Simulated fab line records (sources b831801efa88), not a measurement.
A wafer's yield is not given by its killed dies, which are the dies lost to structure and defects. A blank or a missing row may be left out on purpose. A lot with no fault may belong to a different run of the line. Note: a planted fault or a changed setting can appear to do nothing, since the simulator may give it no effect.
Which tool did it? + flow sky130 + 13 lots, 38 wafers sampled, at 4 steps of a route of 708

WHAT THE GAUGES READ, wafer by wafer
SKY_DNWELL_TW_MEAS_09. Usual: DNWELL_TW 1109, standard deviation 8.
| lot  | measured    | on            | DNWELL_TW      | flag |
|------|-------------|---------------|----------------|------|
| L268 | day 3 06:52 | film metro-04 | 1102 1099 1097 |      |
| L269 | day 3 08:46 | film metro-04 | 1103 1111 1105 |      |
| L270 | day 3 16:37 | film metro-04 | 1102 1095 1096 |      |
| L271 | day 3 20:46 | film metro-01 | 1119 1123 1116 |      |
| L276 | day 5 02:16 | film metro-02 | 1122 1123 1119 |      |
| L277 | day 5 12:25 | film metro-02 | 1108 1104 1105 |      |
| L278 | day 5 12:07 | film metro-01 | 1107 1107 1111 |      |
| L279 | day 5 20:10 | film metro-01 | 1114 1113 1116 |      |
| L282 | day 6 09:13 | film metro-04 | 1104 1098 1102 |      |
| L285 | day 7 00:44 | film metro-02 | 1109 1109      |      |
| L287 | day 7 10:44 | film metro-01 | 1128 1118 1123 |      |
| L288 | day 7 15:13 | film metro-02 | 1096 1108 1104 |      |
| L289 | day 7 21:49 | film metro-02 | 1102 1097 1101 |      |

SKY_NWELL_RS_MEAS_31: measures by four-point-probe. Usual: PWDE_RS 5272 ohm/sq, standard deviation 19.
| lot  | measured     | on            | PWDE_RS (ohm/sq) | flag |
|------|--------------|---------------|------------------|------|
| L268 | day 5 10:36  | film metro-02 | 5270 5273 5281   |      |
| L269 | day 5 12:30  | film metro-04 | 5267 5251 5258   |      |
| L270 | day 5 20:24  | film metro-02 | 5258 5262 5263   |      |
| L271 | day 6 02:17  | film metro-02 | 5291 5284 5292   |      |
| L276 | day 7 12:05  | film metro-02 | 5263 5272 5257   |      |
| L277 | day 8 01:25  | film metro-04 | 5264 5249 5284   |      |
| L278 | day 8 00:27  | film metro-01 | 5272 5259 5285   |      |
| L279 | day 8 08:13  | film metro-02 | 5270 5254 5244   |      |
| L282 | day 8 23:32  | film metro-01 | 5275 5282 5283   |      |
| L285 | day 9 16:40  | film metro-04 | 5289 5282        |      |
| L287 | day 10 04:08 | film metro-02 | 5267 5268 5265   |      |
| L288 | day 10 06:47 | film metro-01 | 5283 5285 5310   |      |
| L289 | day 10 18:23 | film metro-01 | 5285 5274 5263   |      |

WHICH TOOL RAN EACH LOT (tool, then ch and the chambers of the sampled wafers, then the start)
| lot  | SKY_FIELD_ISO_ETCH_17           | SKY_DNWELL_STRIP_08                 |
|------|---------------------------------|-------------------------------------|
| L268 | rie si-01 ch 0,3, day 2 07:14   | plasma asher-03 ch 1, day 3 06:46   |
| L269 | rie si-02 ch 1,2,3, day 2 11:10 | plasma asher-03 ch 0,1, day 3 08:40 |
| L270 | rie si-01 ch 0,3, day 2 17:50   | plasma asher-04 ch 1, day 3 16:31   |
| L271 | rie si-02 ch 0,1, day 2 22:14   | plasma asher-01 ch 0,1, day 3 20:40 |
| L276 | rie si-01 ch 0,1,2, day 3 22:25 | plasma asher-01 ch 0,1, day 5 02:10 |
| L277 | rie si-01 ch 0,2,3, day 4 04:02 | plasma asher-01 ch 0,1, day 5 12:19 |
| L278 | rie si-02 ch 0,1,2, day 4 08:14 | plasma asher-03 ch 0,1, day 5 12:00 |
| L279 | rie si-02 ch 0,1,3, day 4 16:04 | plasma asher-01 ch 0,1, day 5 20:04 |
| L282 | rie si-02 ch 0,1,3, day 5 04:53 | plasma asher-03 ch 0,1, day 6 09:07 |
| L285 | rie si-02 ch 0,2, day 5 22:56   | plasma asher-03 ch 0,1, day 7 00:39 |
| L287 | rie si-02 ch 0,1,3, day 6 09:26 | plasma asher-04 ch 0,1, day 7 10:38 |
| L288 | rie si-02 ch 1,2,3, day 6 13:02 | plasma asher-01 ch 0,1, day 7 15:07 |
| L289 | rie si-02 ch 0,2, day 6 19:11   | plasma asher-01 ch 0, day 7 21:43   |
- SKY_FIELD_ISO_ETCH_17: etches Si in HBr/Cl2/O2, target depth 342 nm, time 97.7 s.
- SKY_DNWELL_STRIP_08: strips in O2/N2.

AS READ BY THE TOOLS THEMSELVES (means over the sampled wafers that have a number; for cases with no such wafer, the mark the record gives instead)
SKY_FIELD_ISO_ETCH_17. Usual: HBr_flow_sccm 150.0 sccm, standard deviation 0.43; drypump motor current A 5.9 A, standard deviation 0.49; oes product au 1.005 a.u., standard deviation 0.013; run length s 125.9 s, standard deviation 0.38; throttle valve pct 25.653 %, standard deviation 0.012.
| lot  | tool      | HBr_flow_sccm (sccm) | drypump motor current A (A) | oes product au (a.u.) | run length s (s) | throttle valve pct (%) | flag |
|------|-----------|----------------------|-----------------------------|-----------------------|------------------|------------------------|------|
| L268 | rie si-01 | 150.2                | 5.9                         | 0.989                 | 125.8            | 25.660                 |      |
| L269 | rie si-02 | 149.7                | 5.7                         | 1.005                 | 125.7            | 25.650                 |      |
| L270 | rie si-01 | 149.5                | 5.7                         | 0.985                 | 126.4            | 25.667                 |      |
| L271 | rie si-02 | 150.3                | 5.7                         | 1.004                 | 125.9            | 25.659                 |      |
| L276 | rie si-01 | 149.9                | 6.1                         | 0.997                 | 79.2             | 25.663                 | OFF  |
| L277 | rie si-01 | 150.1                | 6.1                         | 0.996                 | 79.1             | 25.658                 | OFF  |
| L278 | rie si-02 | 150.1                | 5.9                         | 1.014                 | 125.5            | 25.647                 |      |
| L279 | rie si-02 | 149.9                | 5.5                         | 1.002                 | 125.9            | 25.650                 |      |
| L282 | rie si-02 | 150.2                | 5.5                         | 1.003                 | 125.9            | 25.658                 |      |
| L285 | rie si-02 | 149.7                | 6.3                         | 1.026                 | 125.9            | 25.637                 |      |
| L287 | rie si-02 | 149.9                | 5.5                         | 1.018                 | 125.8            | 25.642                 |      |
| L288 | rie si-02 | 149.8                | 5.7                         | 1.011                 | 125.8            | 25.648                 |      |
| L289 | rie si-02 | 149.9                | 6.3                         | 1.024                 | 125.6            | 25.644                 |      |

SKY_DNWELL_STRIP_08. Usual: drypump motor current A 5.8 A, standard deviation 0.33; o2 flow sccm 3002 sccm, standard deviation 9; oes product au 0.722 a.u., standard deviation 0.0044; strip time to endpoint s 36.94 s, standard deviation 0.093.
| lot  | tool            | drypump motor current A (A) | o2 flow sccm (sccm) | oes product au (a.u.) | strip time to endpoint s (s) | flag |
|------|-----------------|-----------------------------|---------------------|-----------------------|------------------------------|------|
| L268 | plasma asher-03 | 5.6                         | 3001                | 0.724                 | 36.74                        |      |
| L269 | plasma asher-03 | 5.5                         | 2999                | 0.722                 | 36.99                        |      |
| L270 | plasma asher-04 | 6.4                         | 3004                | 0.722                 | 36.95                        |      |
| L271 | plasma asher-01 | 5.8                         | 3006                | 0.718                 | 36.92                        |      |
| L276 | plasma asher-01 | 5.8                         | 3006                | 0.722                 | 36.91                        |      |
| L277 | plasma asher-01 | 5.8                         | 2998                | 0.720                 | 37.01                        |      |
| L278 | plasma asher-03 | 5.5                         | 3000                | 0.721                 | 36.93                        |      |
| L279 | plasma asher-01 | 5.8                         | 2998                | 0.718                 | 36.97                        |      |
| L282 | plasma asher-03 | 5.6                         | 2993                | 0.727                 | 37.05                        |      |
| L285 | plasma asher-03 | 5.5                         | 3002                | 0.720                 | 36.91                        |      |
| L287 | plasma asher-04 | 6.1                         | 3006                | 0.716                 | 36.84                        |      |
| L288 | plasma asher-01 | 5.8                         | 2996                | 0.725                 | 36.94                        |      |
| L289 | plasma asher-01 | 5.9                         | 2989                | 0.722                 | 36.99                        |      |

THE ANSWER, worked out from the rows above alone
Rule: a lot is off if the mean of its wafers that have a number lies more than 3 standard deviations from the usual mean. A lot without any number at a reading at which 4 lots or more have one is off too. All remaining lots with rows at the step are treated as sound. After the gauges, taken in route order, come the tools' own readings; for these a lot's mean is taken, as printed above. The first step at which some lot is off is used, and at that step the reading that is off furthest; a lot without a number counts as furthest.
Off, at SKY_FIELD_ISO_ETCH_17 on run length s: L276, L277.
A tool fits if, at that step or a process step before it, it ran every lot that is off, and no sound lot after the first of them. One fits: rie si-01 at SKY_FIELD_ISO_ETCH_17. Its last sound lot is L270 (day 2 17:50), its first lot that is off L276 (day 3 22:25): a fault that began between those two fits.
The tool's own readings at SKY_FIELD_ISO_ETCH_17 bear it out: on the lots that are off they differ by more than 5 times the standard deviation of the sound lots' means. run length s reads 79.2 s there against 125.8 s on the sound lots.

WHAT THE SIMULATOR PUT IN
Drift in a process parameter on rie si-01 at SKY_FIELD_ISO_ETCH_17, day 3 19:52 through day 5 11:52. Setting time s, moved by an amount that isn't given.
Lots struck among those shown: L276, L277. The rule above found the same.
